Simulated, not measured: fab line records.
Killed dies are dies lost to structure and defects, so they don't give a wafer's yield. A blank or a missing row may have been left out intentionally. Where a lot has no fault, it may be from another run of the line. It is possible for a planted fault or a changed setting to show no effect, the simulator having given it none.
fab line records | flow sky130
record lots=5 | wafers=14 | last-day=50
route steps=708 shown CAPM@554 METAL3@555 PAD_OPEN@708
lots that met no fault: taken from a fault-free run of the same line
start-h: the number of hours between the record's first day and the start of the first shown wafer of the lot | wait-h: hours elapsed since this lot's preceding step | " as in the row above | L1.1+2: a row that stands for several wafers | - no value, or no start given | * or withheld: withheld | < > ~ a bound
route shown NAME@n: a module of which the file shows steps, and the number in the route of the first | usual: mean/standard deviation of fault-free wafers | same: alike in all rows | chamber/n: place in a boat | sites: each site's reading | _std_site: their standard deviation | _edge_site: mean of outer sites minus mean of inner sites | radius-mm: how far each site lies from the wafer's centre | mask NAME#n: copy n | behind: tool/chamber where the wafer was last shaped | hold: why the lot was held/for how many hours/how that ended | device: whichever transistor did not switch (one of n, p or np) | end of line: at the end of the route, the tests of the same wafers | a step given without rows: its recipe and nothing more | killed: at the first sort, the dies lost to defects and structure; wafer yield is something else | map: a wafer's dies, marking killed ones x, the rest . and places with no die _
set.NAME: the setting that was run; set.NAME@STEP: the one run at that earlier step | model.NAME: the simulator's own value behind a step, which no gauge read
lots at some steps of the route; a table a step, a row a wafer
services: a tool's chamber out of use, with start hour (start-h, from the record's first day; less than 0 if before it), hours out, and reason
## steps
# step SKY_CAPM_CLEAN_17
# recipe chemistry=O3/DIW | dry=n2-spin
# step SKY_METAL3_DEHYDRATE_05
# recipe temp-c=200 | time-s=60
# step SKY_METAL3_HMDS_06
# recipe prime-time-s=60 | prime-temp-c=120
# step SKY_METAL3_COAT_07
# recipe resist=BARC | temp-c=withheld | time-s=withheld | spin-rpm=3000 | resist-thk-nm=60
# step SKY_METAL3_COAT_08
# recipe resist=KrF-thick | spin-rpm=3000 | resist-thk-nm=1140
# step SKY_METAL3_SOFTBAKE_09
# recipe temp-c=100 | time-s=90 | resist=KrF-thick
# step SKY_METAL3_EXPOSE_10
# recipe mask-id=MM3 | na=0.68 | source-shape=annular | sigma-inner=0.4 | sigma-outer=0.8 | target-cd-nm=300 | dose-mj=28
# step SKY_METAL3_PEB_11
# recipe peb-temp-c=withheld | peb-time-s=withheld | resist=KrF-thick
# step SKY_METAL3_DEVELOP_12
# recipe develop-time-s=60 | resist=KrF-thick | dev-temp-c=21
# step SKY_METAL3_CD_MEAS_13
# recipe target-cd-nm=300
# usual cd-nm=299.8/1.5
lot.wafer | tool      | chamber | start-h | wait-h | cd-nm
L436.1    | cd-sem-02 | -       | 964.56  | -      | 300.0
L436.3    | "         | -       | "       | "      | 300.1
L436.4    | "         | -       | "       | "      | 299.4
L437.1    | cd-sem-02 | -       | 975.99  | -      | 303.0
L437.3    | "         | -       | "       | "      | 301.2
L437.4    | "         | -       | "       | "      | 302.7
L446.1    | cd-sem-01 | -       | 1036.81 | -      | 297.1
L446.5    | "         | -       | "       | "      | 297.1
L451.2    | cd-sem-01 | -       | 1071.23 | -      | 303.2
L451.3    | "         | -       | "       | "      | 303.4
L451.4    | "         | -       | "       | "      | 301.0
L452.2    | cd-sem-01 | -       | 1074.58 | -      | 298.9
L452.3    | "         | -       | "       | "      | 299.1
L452.5    | "         | -       | "       | "      | 299.9
# step SKY_METAL3_OVL_MEAS_14
# usual METAL3_OVL=2/4.3
lot.wafer | tool       | chamber | start-h | wait-h | METAL3_OVL[nm]
L436.1    | overlay-02 | -       | 964.68  | 0.1    | 1
L436.3    | "          | -       | "       | "      | 2
L436.4    | "          | -       | "       | "      | -2
L437.1    | overlay-02 | -       | 976.11  | 0.1    | -1
L437.3    | "          | -       | "       | "      | 6
L437.4    | "          | -       | "       | "      | 3
L446.1    | overlay-01 | -       | 1036.93 | 0.1    | -3
L446.5    | "          | -       | "       | "      | 2
L451.2    | overlay-02 | -       | 1071.33 | 0.1    | 3
L451.3    | "          | -       | "       | "      | 0
L451.4    | "          | -       | "       | "      | 2
L452.2    | overlay-01 | -       | 1074.68 | 0.1    | 7
L452.3    | "          | -       | "       | "      | 6
L452.5    | "          | -       | "       | "      | 11
# step SKY_METAL3_DESCUM_15
# recipe chemistry=O2 | source-power-w=150 | bias-power-w=0 | pressure-mtorr=10 | temp-c=40 | time-s=8
# usual drypump-motor-current-A=5.7/0.45 | oes-product-au=1.000/0.0068 | rf-fwd-power-W=147.3/0.8
lot.wafer | tool         | chamber | start-h | wait-h | drypump-motor-current-A | oes-product-au | rf-fwd-power-W | rf-hours-counter-h
L436.1    | rie-metal-04 | 1       | 964.71  | 0.0    | 5.5                     | 1.011          | 148.0          | 12
L436.3    | "            | 0       | "       | "      | 6.1                     | 0.997          | 145.9          | -
L436.4    | "            | 1       | "       | "      | 5.5                     | 1.001          | 148.9          | -
L437.1    | rie-metal-04 | 1       | 976.15  | 0.0    | 5.5                     | 1.013          | 148.4          | 12
L437.3    | "            | 0       | "       | "      | 6.0                     | 1.011          | 146.3          | -
L437.4    | "            | 1       | "       | "      | 5.5                     | 1.011          | 148.3          | -
L446.1    | rie-metal-04 | 1       | 1036.97 | 0.0    | 5.5                     | 0.998          | 147.9          | 15
L446.5    | "            | 0       | "       | "      | 6.1                     | 1.009          | 145.9          | -
L451.2    | rie-metal-01 | 1       | 1071.36 | 0.0    | 5.2                     | 0.998          | 146.5          | 17
L451.3    | "            | 1       | "       | "      | 5.2                     | 1.000          | 146.8          | -
L451.4    | "            | 0       | "       | "      | 6.3                     | 1.003          | 147.7          | -
L452.2    | rie-metal-03 | 0       | 1074.71 | 0.0    | 6.0                     | 0.998          | 147.2          | 15
L452.3    | "            | 1       | "       | "      | 5.2                     | 0.990          | 146.8          | -
L452.5    | "            | 1       | "       | "      | 5.2                     | 0.999          | 147.2          | -
# step SKY_METAL3_ETCH_16
# recipe chemistry=N2/H2 | target=BARC | ion-energy-ev=200 | bias-w=100 | pressure-mtorr=30 | n2-flow-sccm=100 | h2-flow-sccm=200 | icp-w=500 | stop-on=SiO2 | time-s=88.2 | target-depth-a=600
# usual drypump-motor-current-A=5.7/0.45 | oes-product-au=0.625/0.0039 | rf-fwd-power-W=497.1/1.9 | run-length-s=116.4/0.4 | throttle-valve-pct=13.206/0.0091
lot.wafer | tool         | chamber | start-h | wait-h | drypump-motor-current-A | oes-product-au | rf-fwd-power-W | rf-hours-counter-h | run-length-s | throttle-valve-pct | model.KrF-thick_of_METAL3_COAT_08.thk-nm | model.SiO2_of_CAPM_CVD_00.thk-nm
L436.1    | rie-metal-04 | 1       | 964.74  | 0.0    | 5.6                     | 0.634          | 501.9          | 12                 | 116.1        | 13.220             | 1072                                     | 15.26
L436.3    | "            | 0       | "       | "      | 6.0                     | 0.626          | 496.4          | -                  | 115.8        | 13.205             | 1071                                     | 15.15
L436.4    | "            | 1       | "       | "      | 5.5                     | 0.623          | 499.2          | -                  | 116.1        | 13.194             | 1071                                     | 15.62
L437.1    | rie-metal-04 | 1       | 976.18  | 0.0    | 5.6                     | 0.629          | 500.8          | 12                 | 116.9        | 13.197             | 1078                                     | 15.29
L437.3    | "            | 0       | "       | "      | 6.0                     | 0.628          | 494.1          | -                  | 115.9        | 13.201             | 1076                                     | 15.17
L437.4    | "            | 1       | "       | "      | 5.6                     | 0.622          | 498.8          | -                  | 116.2        | 13.212             | 1077                                     | 15.7
L446.1    | rie-metal-04 | 1       | 1037.00 | 0.0    | 5.6                     | 0.588          | 500.5          | 15                 | 130.0        | 13.191             | 1069                                     | 15
L446.5    | "            | 0       | "       | "      | 6.0                     | 0.630          | 494.7          | -                  | 116.1        | 13.205             | 1077                                     | 15.63
L451.2    | rie-metal-01 | 1       | 1071.39 | 0.0    | 5.2                     | 0.620          | 499.0          | 17                 | 115.7        | 13.205             | 1078                                     | 15.43
L451.3    | "            | 1       | "       | "      | 5.2                     | 0.624          | 500.5          | -                  | 116.0        | 13.212             | 1075                                     | 15.63
L451.4    | "            | 0       | "       | "      | 6.3                     | 0.621          | 497.5          | -                  | 116.5        | 13.207             | 1081                                     | 15.68
L452.2    | rie-metal-03 | 0       | 1074.74 | 0.0    | 6.0                     | 0.629          | 496.2          | 15                 | 116.0        | 13.215             | 1088                                     | 15.27
L452.3    | "            | 1       | "       | "      | 5.2                     | 0.626          | 495.0          | -                  | 117.0        | 13.211             | 1084                                     | 15.38
L452.5    | "            | 1       | "       | "      | 5.1                     | 0.634          | 493.2          | -                  | 116.8        | 13.208             | 1088                                     | 15.64
# step SKY_METAL3_ETCH_17
# recipe target=SiO2 | stop-on=TiN | chemistry=C4F8/O2/Ar | source-w=1500 | bias-w=1200 | pressure-mtorr=40 | c4f8-flow-sccm=withheld | O2_flow_sccm=6 | Ar_flow_sccm=300 | time-s=3.9 | target-depth-a=150
# usual oes-product-au=0.754/0.0078 | rf-fwd-power-W=1467/8.3
lot.wafer | tool        | chamber | start-h | wait-h | oes-product-au | rf-fwd-power-W | model.etch.depth-nm
L436.1    | rie-diel-02 | 3       | 964.84  | 0.1    | 0.754          | 1452           | 15.26
L436.3    | "           | 0       | "       | "      | 0.741          | 1478           | 15.15
L436.4    | "           | 1       | "       | "      | 0.752          | 1466           | 15.62
L437.1    | rie-diel-02 | 2       | 976.28  | 0.1    | 0.746          | 1467           | 15.29
L437.3    | "           | 1       | "       | "      | 0.744          | 1463           | 15.17
L437.4    | "           | 0       | "       | "      | 0.760          | 1467           | 15.7
L446.1    | rie-diel-02 | 2       | 1037.10 | 0.1    | 0.741          | 1467           | 15
L446.5    | "           | 0       | "       | "      | 0.758          | 1467           | 15.63
L451.2    | rie-diel-04 | 3       | 1071.49 | 0.1    | 0.753          | 1463           | 15.43
L451.3    | "           | 0       | "       | "      | 0.763          | 1453           | 15.63
L451.4    | "           | 2       | "       | "      | 0.759          | 1481           | 15.68
L452.2    | rie-diel-03 | 3       | 1074.84 | 0.1    | 0.754          | 1479           | 15.27
L452.3    | "           | 2       | "       | "      | 0.756          | 1464           | 15.38
L452.5    | "           | 1       | "       | "      | 0.761          | 1459           | 15.64
# step SKY_METAL3_METAL_ETCH_18
# recipe target-depth-a=8450 | stop-on=SiO2 | over-etch-frac=0.3 | time-s=183.1 | chemistry=Cl2/BCl3 | resist-sidewall-deg=88 | pressure-mtorr=10 | icp-w=900 | bias-w=48.5 | Cl2_flow_sccm=60 | bcl3-flow-sccm=30
# usual drypump-motor-current-A=5.7/0.43 | oes-product-au=0.866/0.0059 | rf-fwd-power-W=897/3 | run-length-s=211.2/0.38 | throttle-valve-pct=22.263/0.0086
# same over-etch-frac=0.3
lot.wafer | tool         | chamber | start-h | wait-h | drypump-motor-current-A | oes-product-au | rf-fwd-power-W | rf-hours-counter-h | run-length-s | throttle-valve-pct
L436.1    | rie-metal-01 | 0       | 964.86  | 0.0    | 6.3                     | 0.863          | 900            | 8                  | 211.7        | 22.269
L436.3    | "            | 1       | "       | "      | 5.2                     | 0.860          | 896            | -                  | 210.9        | 22.245
L436.4    | "            | 0       | "       | "      | 6.3                     | 0.861          | 896            | -                  | 211.6        | 22.264
L437.1    | rie-metal-01 | 0       | 976.30  | 0.0    | 6.3                     | 0.869          | 904            | 8                  | 211.7        | 22.267
L437.3    | "            | 1       | "       | "      | 5.2                     | 0.863          | 896            | -                  | 211.1        | 22.259
L437.4    | "            | 0       | "       | "      | 6.3                     | 0.857          | 899            | -                  | 211.6        | 22.251
L446.1    | rie-metal-03 | 1       | 1037.12 | 0.0    | 5.2                     | 0.872          | 897            | 9                  | 211.9        | 22.267
L446.5    | "            | 1       | "       | "      | 5.2                     | 0.857          | 892            | -                  | 211.7        | 22.266
L451.2    | rie-metal-04 | 0       | 1071.51 | 0.0    | 6.0                     | 0.869          | 894            | 22                 | 210.8        | 22.260
L451.3    | "            | 1       | "       | "      | 5.6                     | 0.874          | 897            | -                  | 211.3        | 22.273
L451.4    | "            | 0       | "       | "      | 6.0                     | 0.864          | 895            | -                  | 211.1        | 22.261
L452.2    | rie-metal-01 | 0       | 1074.86 | 0.0    | 6.3                     | 0.862          | 899            | 15                 | 211.4        | 22.263
L452.3    | "            | 1       | "       | "      | 5.2                     | 0.860          | 897            | -                  | 211.1        | 22.263
L452.5    | "            | 1       | "       | "      | 5.2                     | 0.861          | 895            | -                  | 210.7        | 22.257
# step SKY_PAD_OPEN_PROBE_99
# usual defect-limited-yield=82.5/1.8 | killed_at_M0_to_M3=43/6.6 | killed_at_M4_up=3.2/1.8 | killed-at-contacts=24/5 | killed-at-front-end=15/4.5 | killed-at-other=0.2/0.46 | killed-dies=86/8.8 | killed-on-rim=16/3.4 | killed-open=48/6.6 | killed-short=38/6.1 | sort_bin_3_pad_short=0.8/0.42 | sort_bin_5_function=10.4/1.4 | sort_bin_6_memory=6.3/1 | sort-n-pass=406/8.8 | sort-yield-pct=82.5/1.8
# same gross-dies=492 | killed-at-back-side=0 | sort_bin_4_leakage[%]=0 | sort_bin_8_speed[%]=0
lot.wafer | tool      | chamber | start-h | wait-h | defect-limited-yield[%] | killed_at_M0_to_M3 | killed_at_M4_up | killed-at-contacts | killed-at-front-end | killed-at-other | killed-dies | killed-on-rim | killed-open | killed-short | sort_bin_3_pad_short[%] | sort_bin_5_function[%] | sort_bin_6_memory[%] | sort-n-pass | sort-yield-pct[%]
L436.1    | prober-01 | -       | 1128.83 | 0.1    | 81.7                    | 46                 | 2               | 21                 | 20                  | 1               | 90          | 21            | 43          | 47           | 0.8                     | 9.3                    | 8.1                  | 402         | 81.7
L436.3    | prober-01 | -       | 1128.93 | 0.2    | 83.7                    | 34                 | 4               | 23                 | 18                  | 1               | 80          | 14            | 43          | 37           | 0.6                     | 9.8                    | 5.9                  | 412         | 83.7
L436.4    | prober-01 | -       | 1128.98 | 0.2    | 85.2                    | 39                 | 3               | 15                 | 16                  | 0               | 73          | 14            | 42          | 31           | 0.8                     | 8.7                    | 5.3                  | 419         | 85.2
L446.1    | prober-02 | -       | 1184.81 | 0.1    | 81.5                    | 40                 | 2               | 36                 | 13                  | 0               | 91          | 16            | 56          | 35           | 0.6                     | 10.6                   | 7.3                  | 401         | 81.5
L446.5    | prober-02 | -       | 1185.01 | 0.2    | 85.4                    | 39                 | 0               | 24                 | 9                   | 0               | 72          | 9             | 44          | 28           | 0.8                     | 8.5                    | 5.3                  | 420         | 85.4
L452.2    | prober-01 | -       | 1211.18 | 0.1    | 84.1                    | 38                 | 1               | 19                 | 19                  | 1               | 78          | 8             | 43          | 35           | 0.2                     | 10.8                   | 4.9                  | 414         | 84.1
L452.3    | prober-01 | -       | 1211.23 | 0.2    | 82.7                    | 38                 | 2               | 24                 | 21                  | 0               | 85          | 14            | 41          | 44           | 1.2                     | 10.2                   | 5.9                  | 407         | 82.7
L452.5    | prober-01 | -       | 1211.33 | 0.2    | 83.5                    | 38                 | 6               | 21                 | 16                  | 0               | 81          | 16            | 39          | 42           | 1.4                     | 7.7                    | 7.3                  | 411         | 83.5
# killed by level:class
L436.1 METAL2:geometric-particle:short=9 VIA1:geometric-particle:open=7 LI_CONTACT:geometric-particle:open=6 CONTACT:geometric-particle:open=6 VIA2:geometric-particle:open=6 FIELD_ISO:geometric-particle:open=5 POLY_GATE:geometric-particle:short=5 CONTACT:geometric-particle:short=5
L436.3 VIA1:geometric-particle:open=12 CONTACT:geometric-particle:open=11 FIELD_ISO:geometric-particle:short=8 CONTACT:geometric-particle:short=6 VIA2:geometric-particle:open=6 FIELD_ISO:geometric-particle:open=4 METAL1:geometric-particle:short=4 METAL4:geometric-particle:short=4
L436.4 VIA1:geometric-particle:open=10 FIELD_ISO:geometric-particle:open=6 VIA3:geometric-particle:open=4 POLY_GATE:geometric-particle:short=4 LI_CONTACT:geometric-particle:open=4 CONTACT:geometric-particle:open=4 METAL1:geometric-particle:short=4 METAL3:geometric-particle:short=4
L446.1 CONTACT:geometric-particle:open=16 VIA3:geometric-particle:open=11 LI_CONTACT:geometric-particle:open=9 VIA1:geometric-particle:open=6 METAL2:geometric-particle:short=5 LI_CONTACT:geometric-particle:short=4 CONTACT:geometric-particle:short=4 LOCAL_INTERCONNECT:geometric-particle:short=3
L446.5 VIA1:geometric-particle:open=15 CONTACT:geometric-particle:open=8 LI_CONTACT:geometric-particle:open=7 CONTACT:geometric-particle:short=5 METAL1:geometric-particle:open=5 VIA1:geometric-particle:short=4 METAL2:geometric-particle:short=4 FIELD_ISO:geometric-particle:short=3
L452.2 VIA3:geometric-particle:open=10 VIA1:geometric-particle:open=7 POLY_CUT:geometric-particle:short=6 LI_CONTACT:geometric-particle:open=5 FIELD_ISO:geometric-particle:open=4 CONTACT:geometric-particle:open=4 METAL1:geometric-particle:short=4 FIELD_ISO:geometric-particle:short=3
L452.3 CONTACT:geometric-particle:open=9 POLY_GATE:geometric-particle:open=7 METAL1:geometric-particle:short=7 VIA1:geometric-particle:short=7 FIELD_ISO:geometric-particle:short=5 LOCAL_INTERCONNECT:geometric-particle:short=5 METAL2:geometric-particle:short=5 LI_CONTACT:geometric-particle:open=4
L452.5 VIA1:geometric-particle:open=14 CONTACT:geometric-particle:open=9 LOCAL_INTERCONNECT:geometric-particle:short=6 VIA1:geometric-particle:short=6 METAL4:geometric-particle:short=5 POLY_GATE:geometric-particle:short=4 POLY_GATE:geometric-particle:open=4 LI_CONTACT:geometric-particle:open=4
## services
tool         | chamber | start-h | hours | kind
rie-diel-04  | 1       | 942.26  | 2.4   | repair
rie-diel-02  | 2       | 950.12  | -     | clean
rie-diel-02  | 2       | 950.12  | -     | consumable-replace:showerhead
rie-diel-02  | 2       | 950.12  | 18.0  | scheduled-down
rie-diel-02  | 2       | 950.12  | 18.0  | vent-cycle
rie-diel-03  | 3       | 952.93  | 8.1   | repair
rie-metal-03 | -       | 957.29  | 10.0  | pm
rie-diel-04  | 2       | 960.06  | 7.6   | repair
rie-metal-04 | -       | 989.88  | 2.2   | repair
rie-diel-02  | -       | 1016.33 | 2.8   | pm
rie-diel-03  | -       | 1038.96 | 1.5   | repair
rie-metal-03 | -       | 1042.06 | 2.8   | pm
rie-metal-04 | 0       | 1048.29 | 6.2   | repair
rie-diel-03  | 3       | 1056.97 | 8.2   | repair
## key
first-sign step=SKY_METAL3_ETCH_16 | reading=run-length-s | direction=up | sigmas=34 | usual=* | struck=*
effect step=SKY_METAL3_ETCH_16 | reading=oes-product-au | direction=down | sigmas=9.6 | usual=0.625 | struck=0.588
model-effect step=SKY_METAL3_ETCH_16 | value=KrF-thick_of_METAL3_COAT_08.thk-nm | without=1077 | struck=1069
model-effect step=SKY_METAL3_ETCH_17 | value=etch.depth-nm | without=15.59 | struck=15
met-at SKY_METAL3_ETCH_16
struck-wafers L446.1
onset-between 976.18 1037.00
fault kind=process-parameter-drift | tool=rie-metal-04 | chamber=- | onset-h=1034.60 | steps=SKY_METAL3_ETCH_16 | channel=time-s | offset=* | shape=step | end-h=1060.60 | scope=struck-wafers-only | acts-in=* | stated=*
